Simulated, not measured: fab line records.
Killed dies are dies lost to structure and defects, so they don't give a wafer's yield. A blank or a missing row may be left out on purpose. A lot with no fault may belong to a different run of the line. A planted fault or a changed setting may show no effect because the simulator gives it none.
Which tool was responsible? -- flow sky130 -- 16 lots with 48 wafers sampled at 2 steps, on a route of 708 steps

## WHAT EACH GAUGE READ, for each wafer
SKY_VT_ADJUST_NCORE_CD_MEAS_07: target cd 380 nm. Usual: cd nm 379.9 nm, standard deviation 2.3.
lot,measured,on,cd nm (nm),flag
L246,day 8 09:19,cd sem-01,376.0 376.2 377.6,
L247,day 8 15:38,cd sem-02,376.4 378.7 379.7,
L248,day 8 23:47,cd sem-02,379.6 378.9 377.7,
L250,day 9 14:26,cd sem-02,381.7 382.9 385.0,
L251,day 9 19:36,cd sem-02,380.2 379.5 379.4,
L252,day 10 04:30,cd sem-02,381.3 376.4 380.7,
L253,day 10 07:01,cd sem-02,378.9 376.2 377.8,
L254,day 10 20:53,cd sem-01,382.4 382.9 380.8,
L256,day 12 02:40,cd sem-01,382.3 383.7 380.8,
L258,day 12 05:48,cd sem-01,379.4 382.1 379.7,
L259,day 12 11:26,cd sem-02,381.7 380.4 380.4,
L260,day 12 16:17,cd sem-01,392.0 391.2 392.7,OFF
L262,day 13 10:42,cd sem-02,376.5 378.7 378.9,
L265,day 14 00:09,cd sem-02,387.1 386.1 388.3,OFF
L264,day 14 01:05,cd sem-02,389.7 391.2 386.3,OFF
L266,day 14 14:15,cd sem-01,389.2 388.3 388.6,OFF

## WHAT TOOL EACH LOT RAN ON (gives the tool, then ch and the chambers of the sampled wafers, and finally the start)
lot,SKY_VT_ADJUST_NCORE_EXPOSE_04
L246,"iline stepper-01 ch 0, day 7 23:26"
L247,"iline stepper-01 ch 0, day 8 05:26"
L248,"iline stepper-01 ch 0, day 8 13:16"
L250,"iline stepper-01 ch 0, day 9 04:41"
L251,"iline stepper-01 ch 0, day 9 09:07"
L252,"iline stepper-01 ch 0, day 9 17:50"
L253,"iline stepper-01 ch 0, day 9 20:49"
L254,"iline stepper-01 ch 0, day 10 09:10"
L256,"iline stepper-02 ch 0, day 11 15:35"
L258,"iline stepper-01 ch 0, day 11 18:36"
L259,"iline stepper-02 ch 0, day 12 00:46"
L260,"iline stepper-01 ch 0, day 12 04:28"
L262,"iline stepper-02 ch 0, day 12 22:37"
L265,"iline stepper-01 ch 0, day 13 11:11"
L264,"iline stepper-01 ch 0, day 13 11:59"
L266,"iline stepper-01 ch 0, day 14 01:42"
- SKY_VT_ADJUST_NCORE_EXPOSE_04: exposes mask LVTN COMPLEMENT THIN, target cd 380 nm.

## AS READ BY THE TOOLS THEMSELVES (means over the sampled wafers that have a number; for cases with no such wafer, the mark the record gives instead)
SKY_VT_ADJUST_NCORE_EXPOSE_04. Usual: exposure dose mJ cm2 139.00, standard deviation 0.14.
lot,tool,exposure dose mJ cm2,flag
L246,iline stepper-01,139.06,
L247,iline stepper-01,138.98,
L248,iline stepper-01,138.95,
L250,iline stepper-01,139.01,
L251,iline stepper-01,138.90,
L252,iline stepper-01,138.92,
L253,iline stepper-01,138.97,
L254,iline stepper-01,139.00,
L256,iline stepper-02,138.97,
L258,iline stepper-01,139.04,
L259,iline stepper-02,139.07,
L260,iline stepper-01,144.81,OFF
L262,iline stepper-02,139.13,
L265,iline stepper-01,143.71,OFF
L264,iline stepper-01,143.52,OFF
L266,iline stepper-01,141.90,OFF

## THE ANSWER, worked out from the rows above alone
Rule: take the mean of a lot's wafers that have a number; if it is more than 3 standard deviations from the usual mean, the lot is off. Also off: a lot with no number at a reading for which 4 or more lots have one. Where the step has rows for the other lots, those lots are counted as sound. The gauges are gone through in route order, then the tools' own readings, and for those a lot's mean is taken as printed above. The first step at which some lot is off is used, and at that step the reading that is off furthest; a lot without a number counts as furthest.
Off at SKY_VT_ADJUST_NCORE_CD_MEAS_07 (cd nm): L260, L265, L264, L266.
If a tool, at a process step before that reading, ran all the lots that are off and no sound lot after the first of them, it fits. The gauges at SKY_VT_ADJUST_NCORE_CD_MEAS_07 aren't tried: what is off there is off at SKY_VT_ADJUST_NCORE_EXPOSE_04 too, on other tools, and a gauge's error can't cause that. One fits: SKY_VT_ADJUST_NCORE_EXPOSE_04 on iline stepper-01. Its last sound lot is L258 (day 11 18:36), its first lot that is off L260 (day 12 04:28): a fault that began between those two fits.
The tool's own readings at SKY_VT_ADJUST_NCORE_EXPOSE_04 bear it out: on the lots that are off they differ by more than 5 times the standard deviation of the sound lots' means. exposure dose mJ cm2 reads 143.49 there against 139.00 on the sound lots.

## WHAT THE SIMULATOR HAD PUT IN
Process parameter drift: iline stepper-01, from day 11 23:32 on, at SKY_VT_ADJUST_NCORE_EXPOSE_04. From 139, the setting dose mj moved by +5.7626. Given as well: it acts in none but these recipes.
Lots struck among those shown: L260, L265, L264, L266. The same result came from the rule above.
